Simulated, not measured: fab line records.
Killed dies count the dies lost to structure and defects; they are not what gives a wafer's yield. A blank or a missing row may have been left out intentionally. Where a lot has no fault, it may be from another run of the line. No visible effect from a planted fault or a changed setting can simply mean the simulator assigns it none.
fab line records | flow sfqLine
record lots=14 | wafers=42 | lastDay=86
route steps=325 shown JJ@188
lots untouched by any fault: they come from a run of this same line in which no faults occurred
startH: the number of hours between the record's first day and the start of the first shown wafer of the lot | waitH: hours from the lot's prior step to this one | " the same as in the row above | L1.1+2: a row that stands for several wafers | - no value, or no start given | * or withheld: withheld | < > ~ a bound
route shown NAME@n: a module of which the file shows steps, and the number in the route of the first | usual: mean and standard deviation over wafers with no fault | same: alike in all rows | chamber/n: place in a boat | sites: the reading at each site | _std_site: standard deviation across them | _edge_site: the outer-site mean with the inner-site mean subtracted | radiusMm: how far each site lies from the wafer's centre | mask NAME#n: copy n | behind: tool/chamber where the wafer was last shaped | hold: cause of the lot's hold/its duration in hours/its outcome | device: names the non-switching transistor (n, p or np) | end of line: the tests these same wafers got at the end of their route | a step given without rows: its recipe and nothing more | killed: at the first sort, the dies lost to defects and structure; wafer yield is something else | map: a wafer's dies, marking killed ones x, the rest . and places with no die _
set.NAME: the setting that was run; set.NAME@STEP: the one run at that earlier step | model.NAME: the simulator's own value behind a step, which no gauge read
a sample of lots followed through the steps of the route, with each step as a table and each wafer as a row
services: the hour from which a tool's chamber was out of use, counted from the record's first day as startH (under 0 if before that day), plus the number of hours and why
## steps
# step SFQ_TRILAYER_JJ_CE_LITHO_EXPOSE_115
# recipe maskId=J5 | na=0.6 | sourceShape=conventional | sigmaOuter=0.65 | targetCdNm=700 | doseMj=14.4
# same sigmaOuter=0.65
lot.wafer  | tool          | chamber | startH  | waitH | mask
L750.2+4+5 | krfScanner-01 | 0       | 1076.21 | -     | J5#0
L751.3+4+6 | krfScanner-01 | 0       | 1098.01 | -     | J5#0
L752.3+5+6 | krfScanner-01 | 0       | 1099.21 | -     | J5#0
L754.2+3+4 | krfScanner-01 | 0       | 1285.39 | -     | J5#0
L756.1+2+6 | krfScanner-01 | 0       | 1300.79 | -     | J5#0
L758.1+3+4 | krfScanner-01 | 0       | 1337.92 | -     | J5#0
L765.2+3+6 | krfScanner-02 | 0       | 1419.84 | -     | J5#0
L766.4+5+6 | krfScanner-02 | 0       | 1421.44 | -     | J5#0
L768.2+3+4 | krfScanner-02 | 0       | 1436.64 | -     | J5#0
L769.2+5+6 | krfScanner-01 | 0       | 1441.36 | -     | J5#0
L770.1+3+4 | krfScanner-01 | 0       | 1444.76 | -     | J5#0
L771.1+3+4 | krfScanner-01 | 0       | 1450.76 | -     | J5#0
L772.3+5+6 | krfScanner-01 | 0       | 1457.16 | -     | J5#0
L773.4+5+6 | krfScanner-01 | 0       | 1460.96 | -     | J5#0
# step SFQ_TRILAYER_JJ_CE_METRO_MEASURE_117
# usual cdNm=700.2/1.4
lot.wafer | tool     | chamber | startH  | waitH | cdNm
L750.2    | cdSem-02 | -       | 1077.75 | 0.2   | 699.8
L750.4    | "        | -       | "       | "     | 700.8
L750.5    | "        | -       | "       | "     | 700.6
L751.3    | cdSem-01 | -       | 1099.55 | 0.4   | 699.4
L751.4    | "        | -       | "       | "     | 699.7
L751.6    | "        | -       | "       | "     | 698.6
L752.3    | cdSem-02 | -       | 1100.75 | 0.4   | 698.9
L752.5    | "        | -       | "       | "     | 699.1
L752.6    | "        | -       | "       | "     | 697.9
L754.2    | cdSem-02 | -       | 1286.93 | 0.2   | 701.5
L754.3    | "        | -       | "       | "     | 700.8
L754.4    | "        | -       | "       | "     | 700.8
L756.1    | cdSem-02 | -       | 1302.33 | 0.0   | 668.5
L756.2    | "        | -       | "       | "     | 680.7
L756.6    | "        | -       | "       | "     | 689.8
L758.1    | cdSem-02 | -       | 1339.45 | 0.0   | 666.5
L758.3    | "        | -       | "       | "     | 684.9
L758.4    | "        | -       | "       | "     | 690.5
L765.2    | cdSem-02 | -       | 1421.38 | 0.2   | 700.4
L765.3    | "        | -       | "       | "     | 701.2
L765.6    | "        | -       | "       | "     | 700.2
L766.4    | cdSem-01 | -       | 1422.98 | 0.6   | 700.8
L766.5    | "        | -       | "       | "     | 699.8
L766.6    | "        | -       | "       | "     | 700.4
L768.2    | cdSem-01 | -       | 1438.18 | 0.2   | 699.5
L768.3    | "        | -       | "       | "     | 699.7
L768.4    | "        | -       | "       | "     | 699.8
L769.2    | cdSem-02 | -       | 1442.89 | 0.2   | 701.6
L769.5    | "        | -       | "       | "     | 702.1
L769.6    | "        | -       | "       | "     | 701.8
L770.1    | cdSem-01 | -       | 1446.29 | 0.0   | 700.4
L770.3    | "        | -       | "       | "     | 700.5
L770.4    | "        | -       | "       | "     | 700.6
L771.1    | cdSem-02 | -       | 1452.29 | 0.0   | 701.9
L771.3    | "        | -       | "       | "     | 703.0
L771.4    | "        | -       | "       | "     | 702.8
L772.3    | cdSem-01 | -       | 1458.69 | 0.4   | 700.3
L772.5    | "        | -       | "       | "     | 701.5
L772.6    | "        | -       | "       | "     | 700.5
L773.4    | cdSem-02 | -       | 1462.49 | 0.6   | 699.5
L773.5    | "        | -       | "       | "     | 699.1
L773.6    | "        | -       | "       | "     | 699.8
## services
tool          | chamber | startH  | hours | kind
cdSem-02      | -       | 1057.69 | 2.3   | pm
cdSem-02      | -       | 1075.74 | 1.0   | pm
krfScanner-01 | -       | 1119.75 | 0.3   | repair
cdSem-02      | -       | 1124.35 | 2.0   | pm
krfScanner-01 | -       | 1140.87 | 0.3   | repair
krfScanner-01 | -       | 1141.21 | 1.0   | pm
krfScanner-01 | -       | 1147.01 | 4.4   | pm
krfScanner-01 | -       | 1187.29 | 0.2   | repair
krfScanner-01 | -       | 1188.05 | 13.1  | repair
krfScanner-01 | -       | 1201.14 | 0.8   | pm
cdSem-02      | -       | 1201.82 | 2.7   | pm
krfScanner-01 | -       | 1221.09 | 1.3   | pm
cdSem-02      | -       | 1233.39 | 0.9   | pm
cdSem-02      | -       | 1245.69 | 1.7   | pm
krfScanner-01 | -       | 1247.40 | 4.2   | repair
cdSem-02      | -       | 1259.74 | 0.5   | pm
cdSem-02      | -       | 1280.66 | 0.9   | pm
krfScanner-01 | -       | 1310.39 | 1.0   | pm
krfScanner-01 | -       | 1359.52 | 0.8   | pm
krfScanner-01 | -       | 1375.02 | 21.0  | pm
krfScanner-01 | -       | 1397.22 | 1.3   | pm
krfScanner-01 | -       | 1412.48 | 2.3   | repair
cdSem-02      | -       | 1417.39 | 3.0   | pm
krfScanner-01 | -       | 1418.41 | 4.0   | pm
## key
firstSign step=SFQ_TRILAYER_JJ_CE_METRO_MEASURE_117 | reading=cdNm | direction=down | sigmas=14 | usual=700.2 | struck=680.2
effect none on later readings
metAt SFQ_TRILAYER_JJ_CE_LITHO_EXPOSE_115
struckLots L756,L758
onsetBetween 1285.39 1300.79
fault kind=processParameterDrift | tool=krfScanner-01 | chamber=- | onsetH=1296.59 | steps=SFQ_TRILAYER_JJ_CE_LITHO_EXPOSE_115 | channel=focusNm | offset=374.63 | spreadByWafer=0.3 | shape=step | endH=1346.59
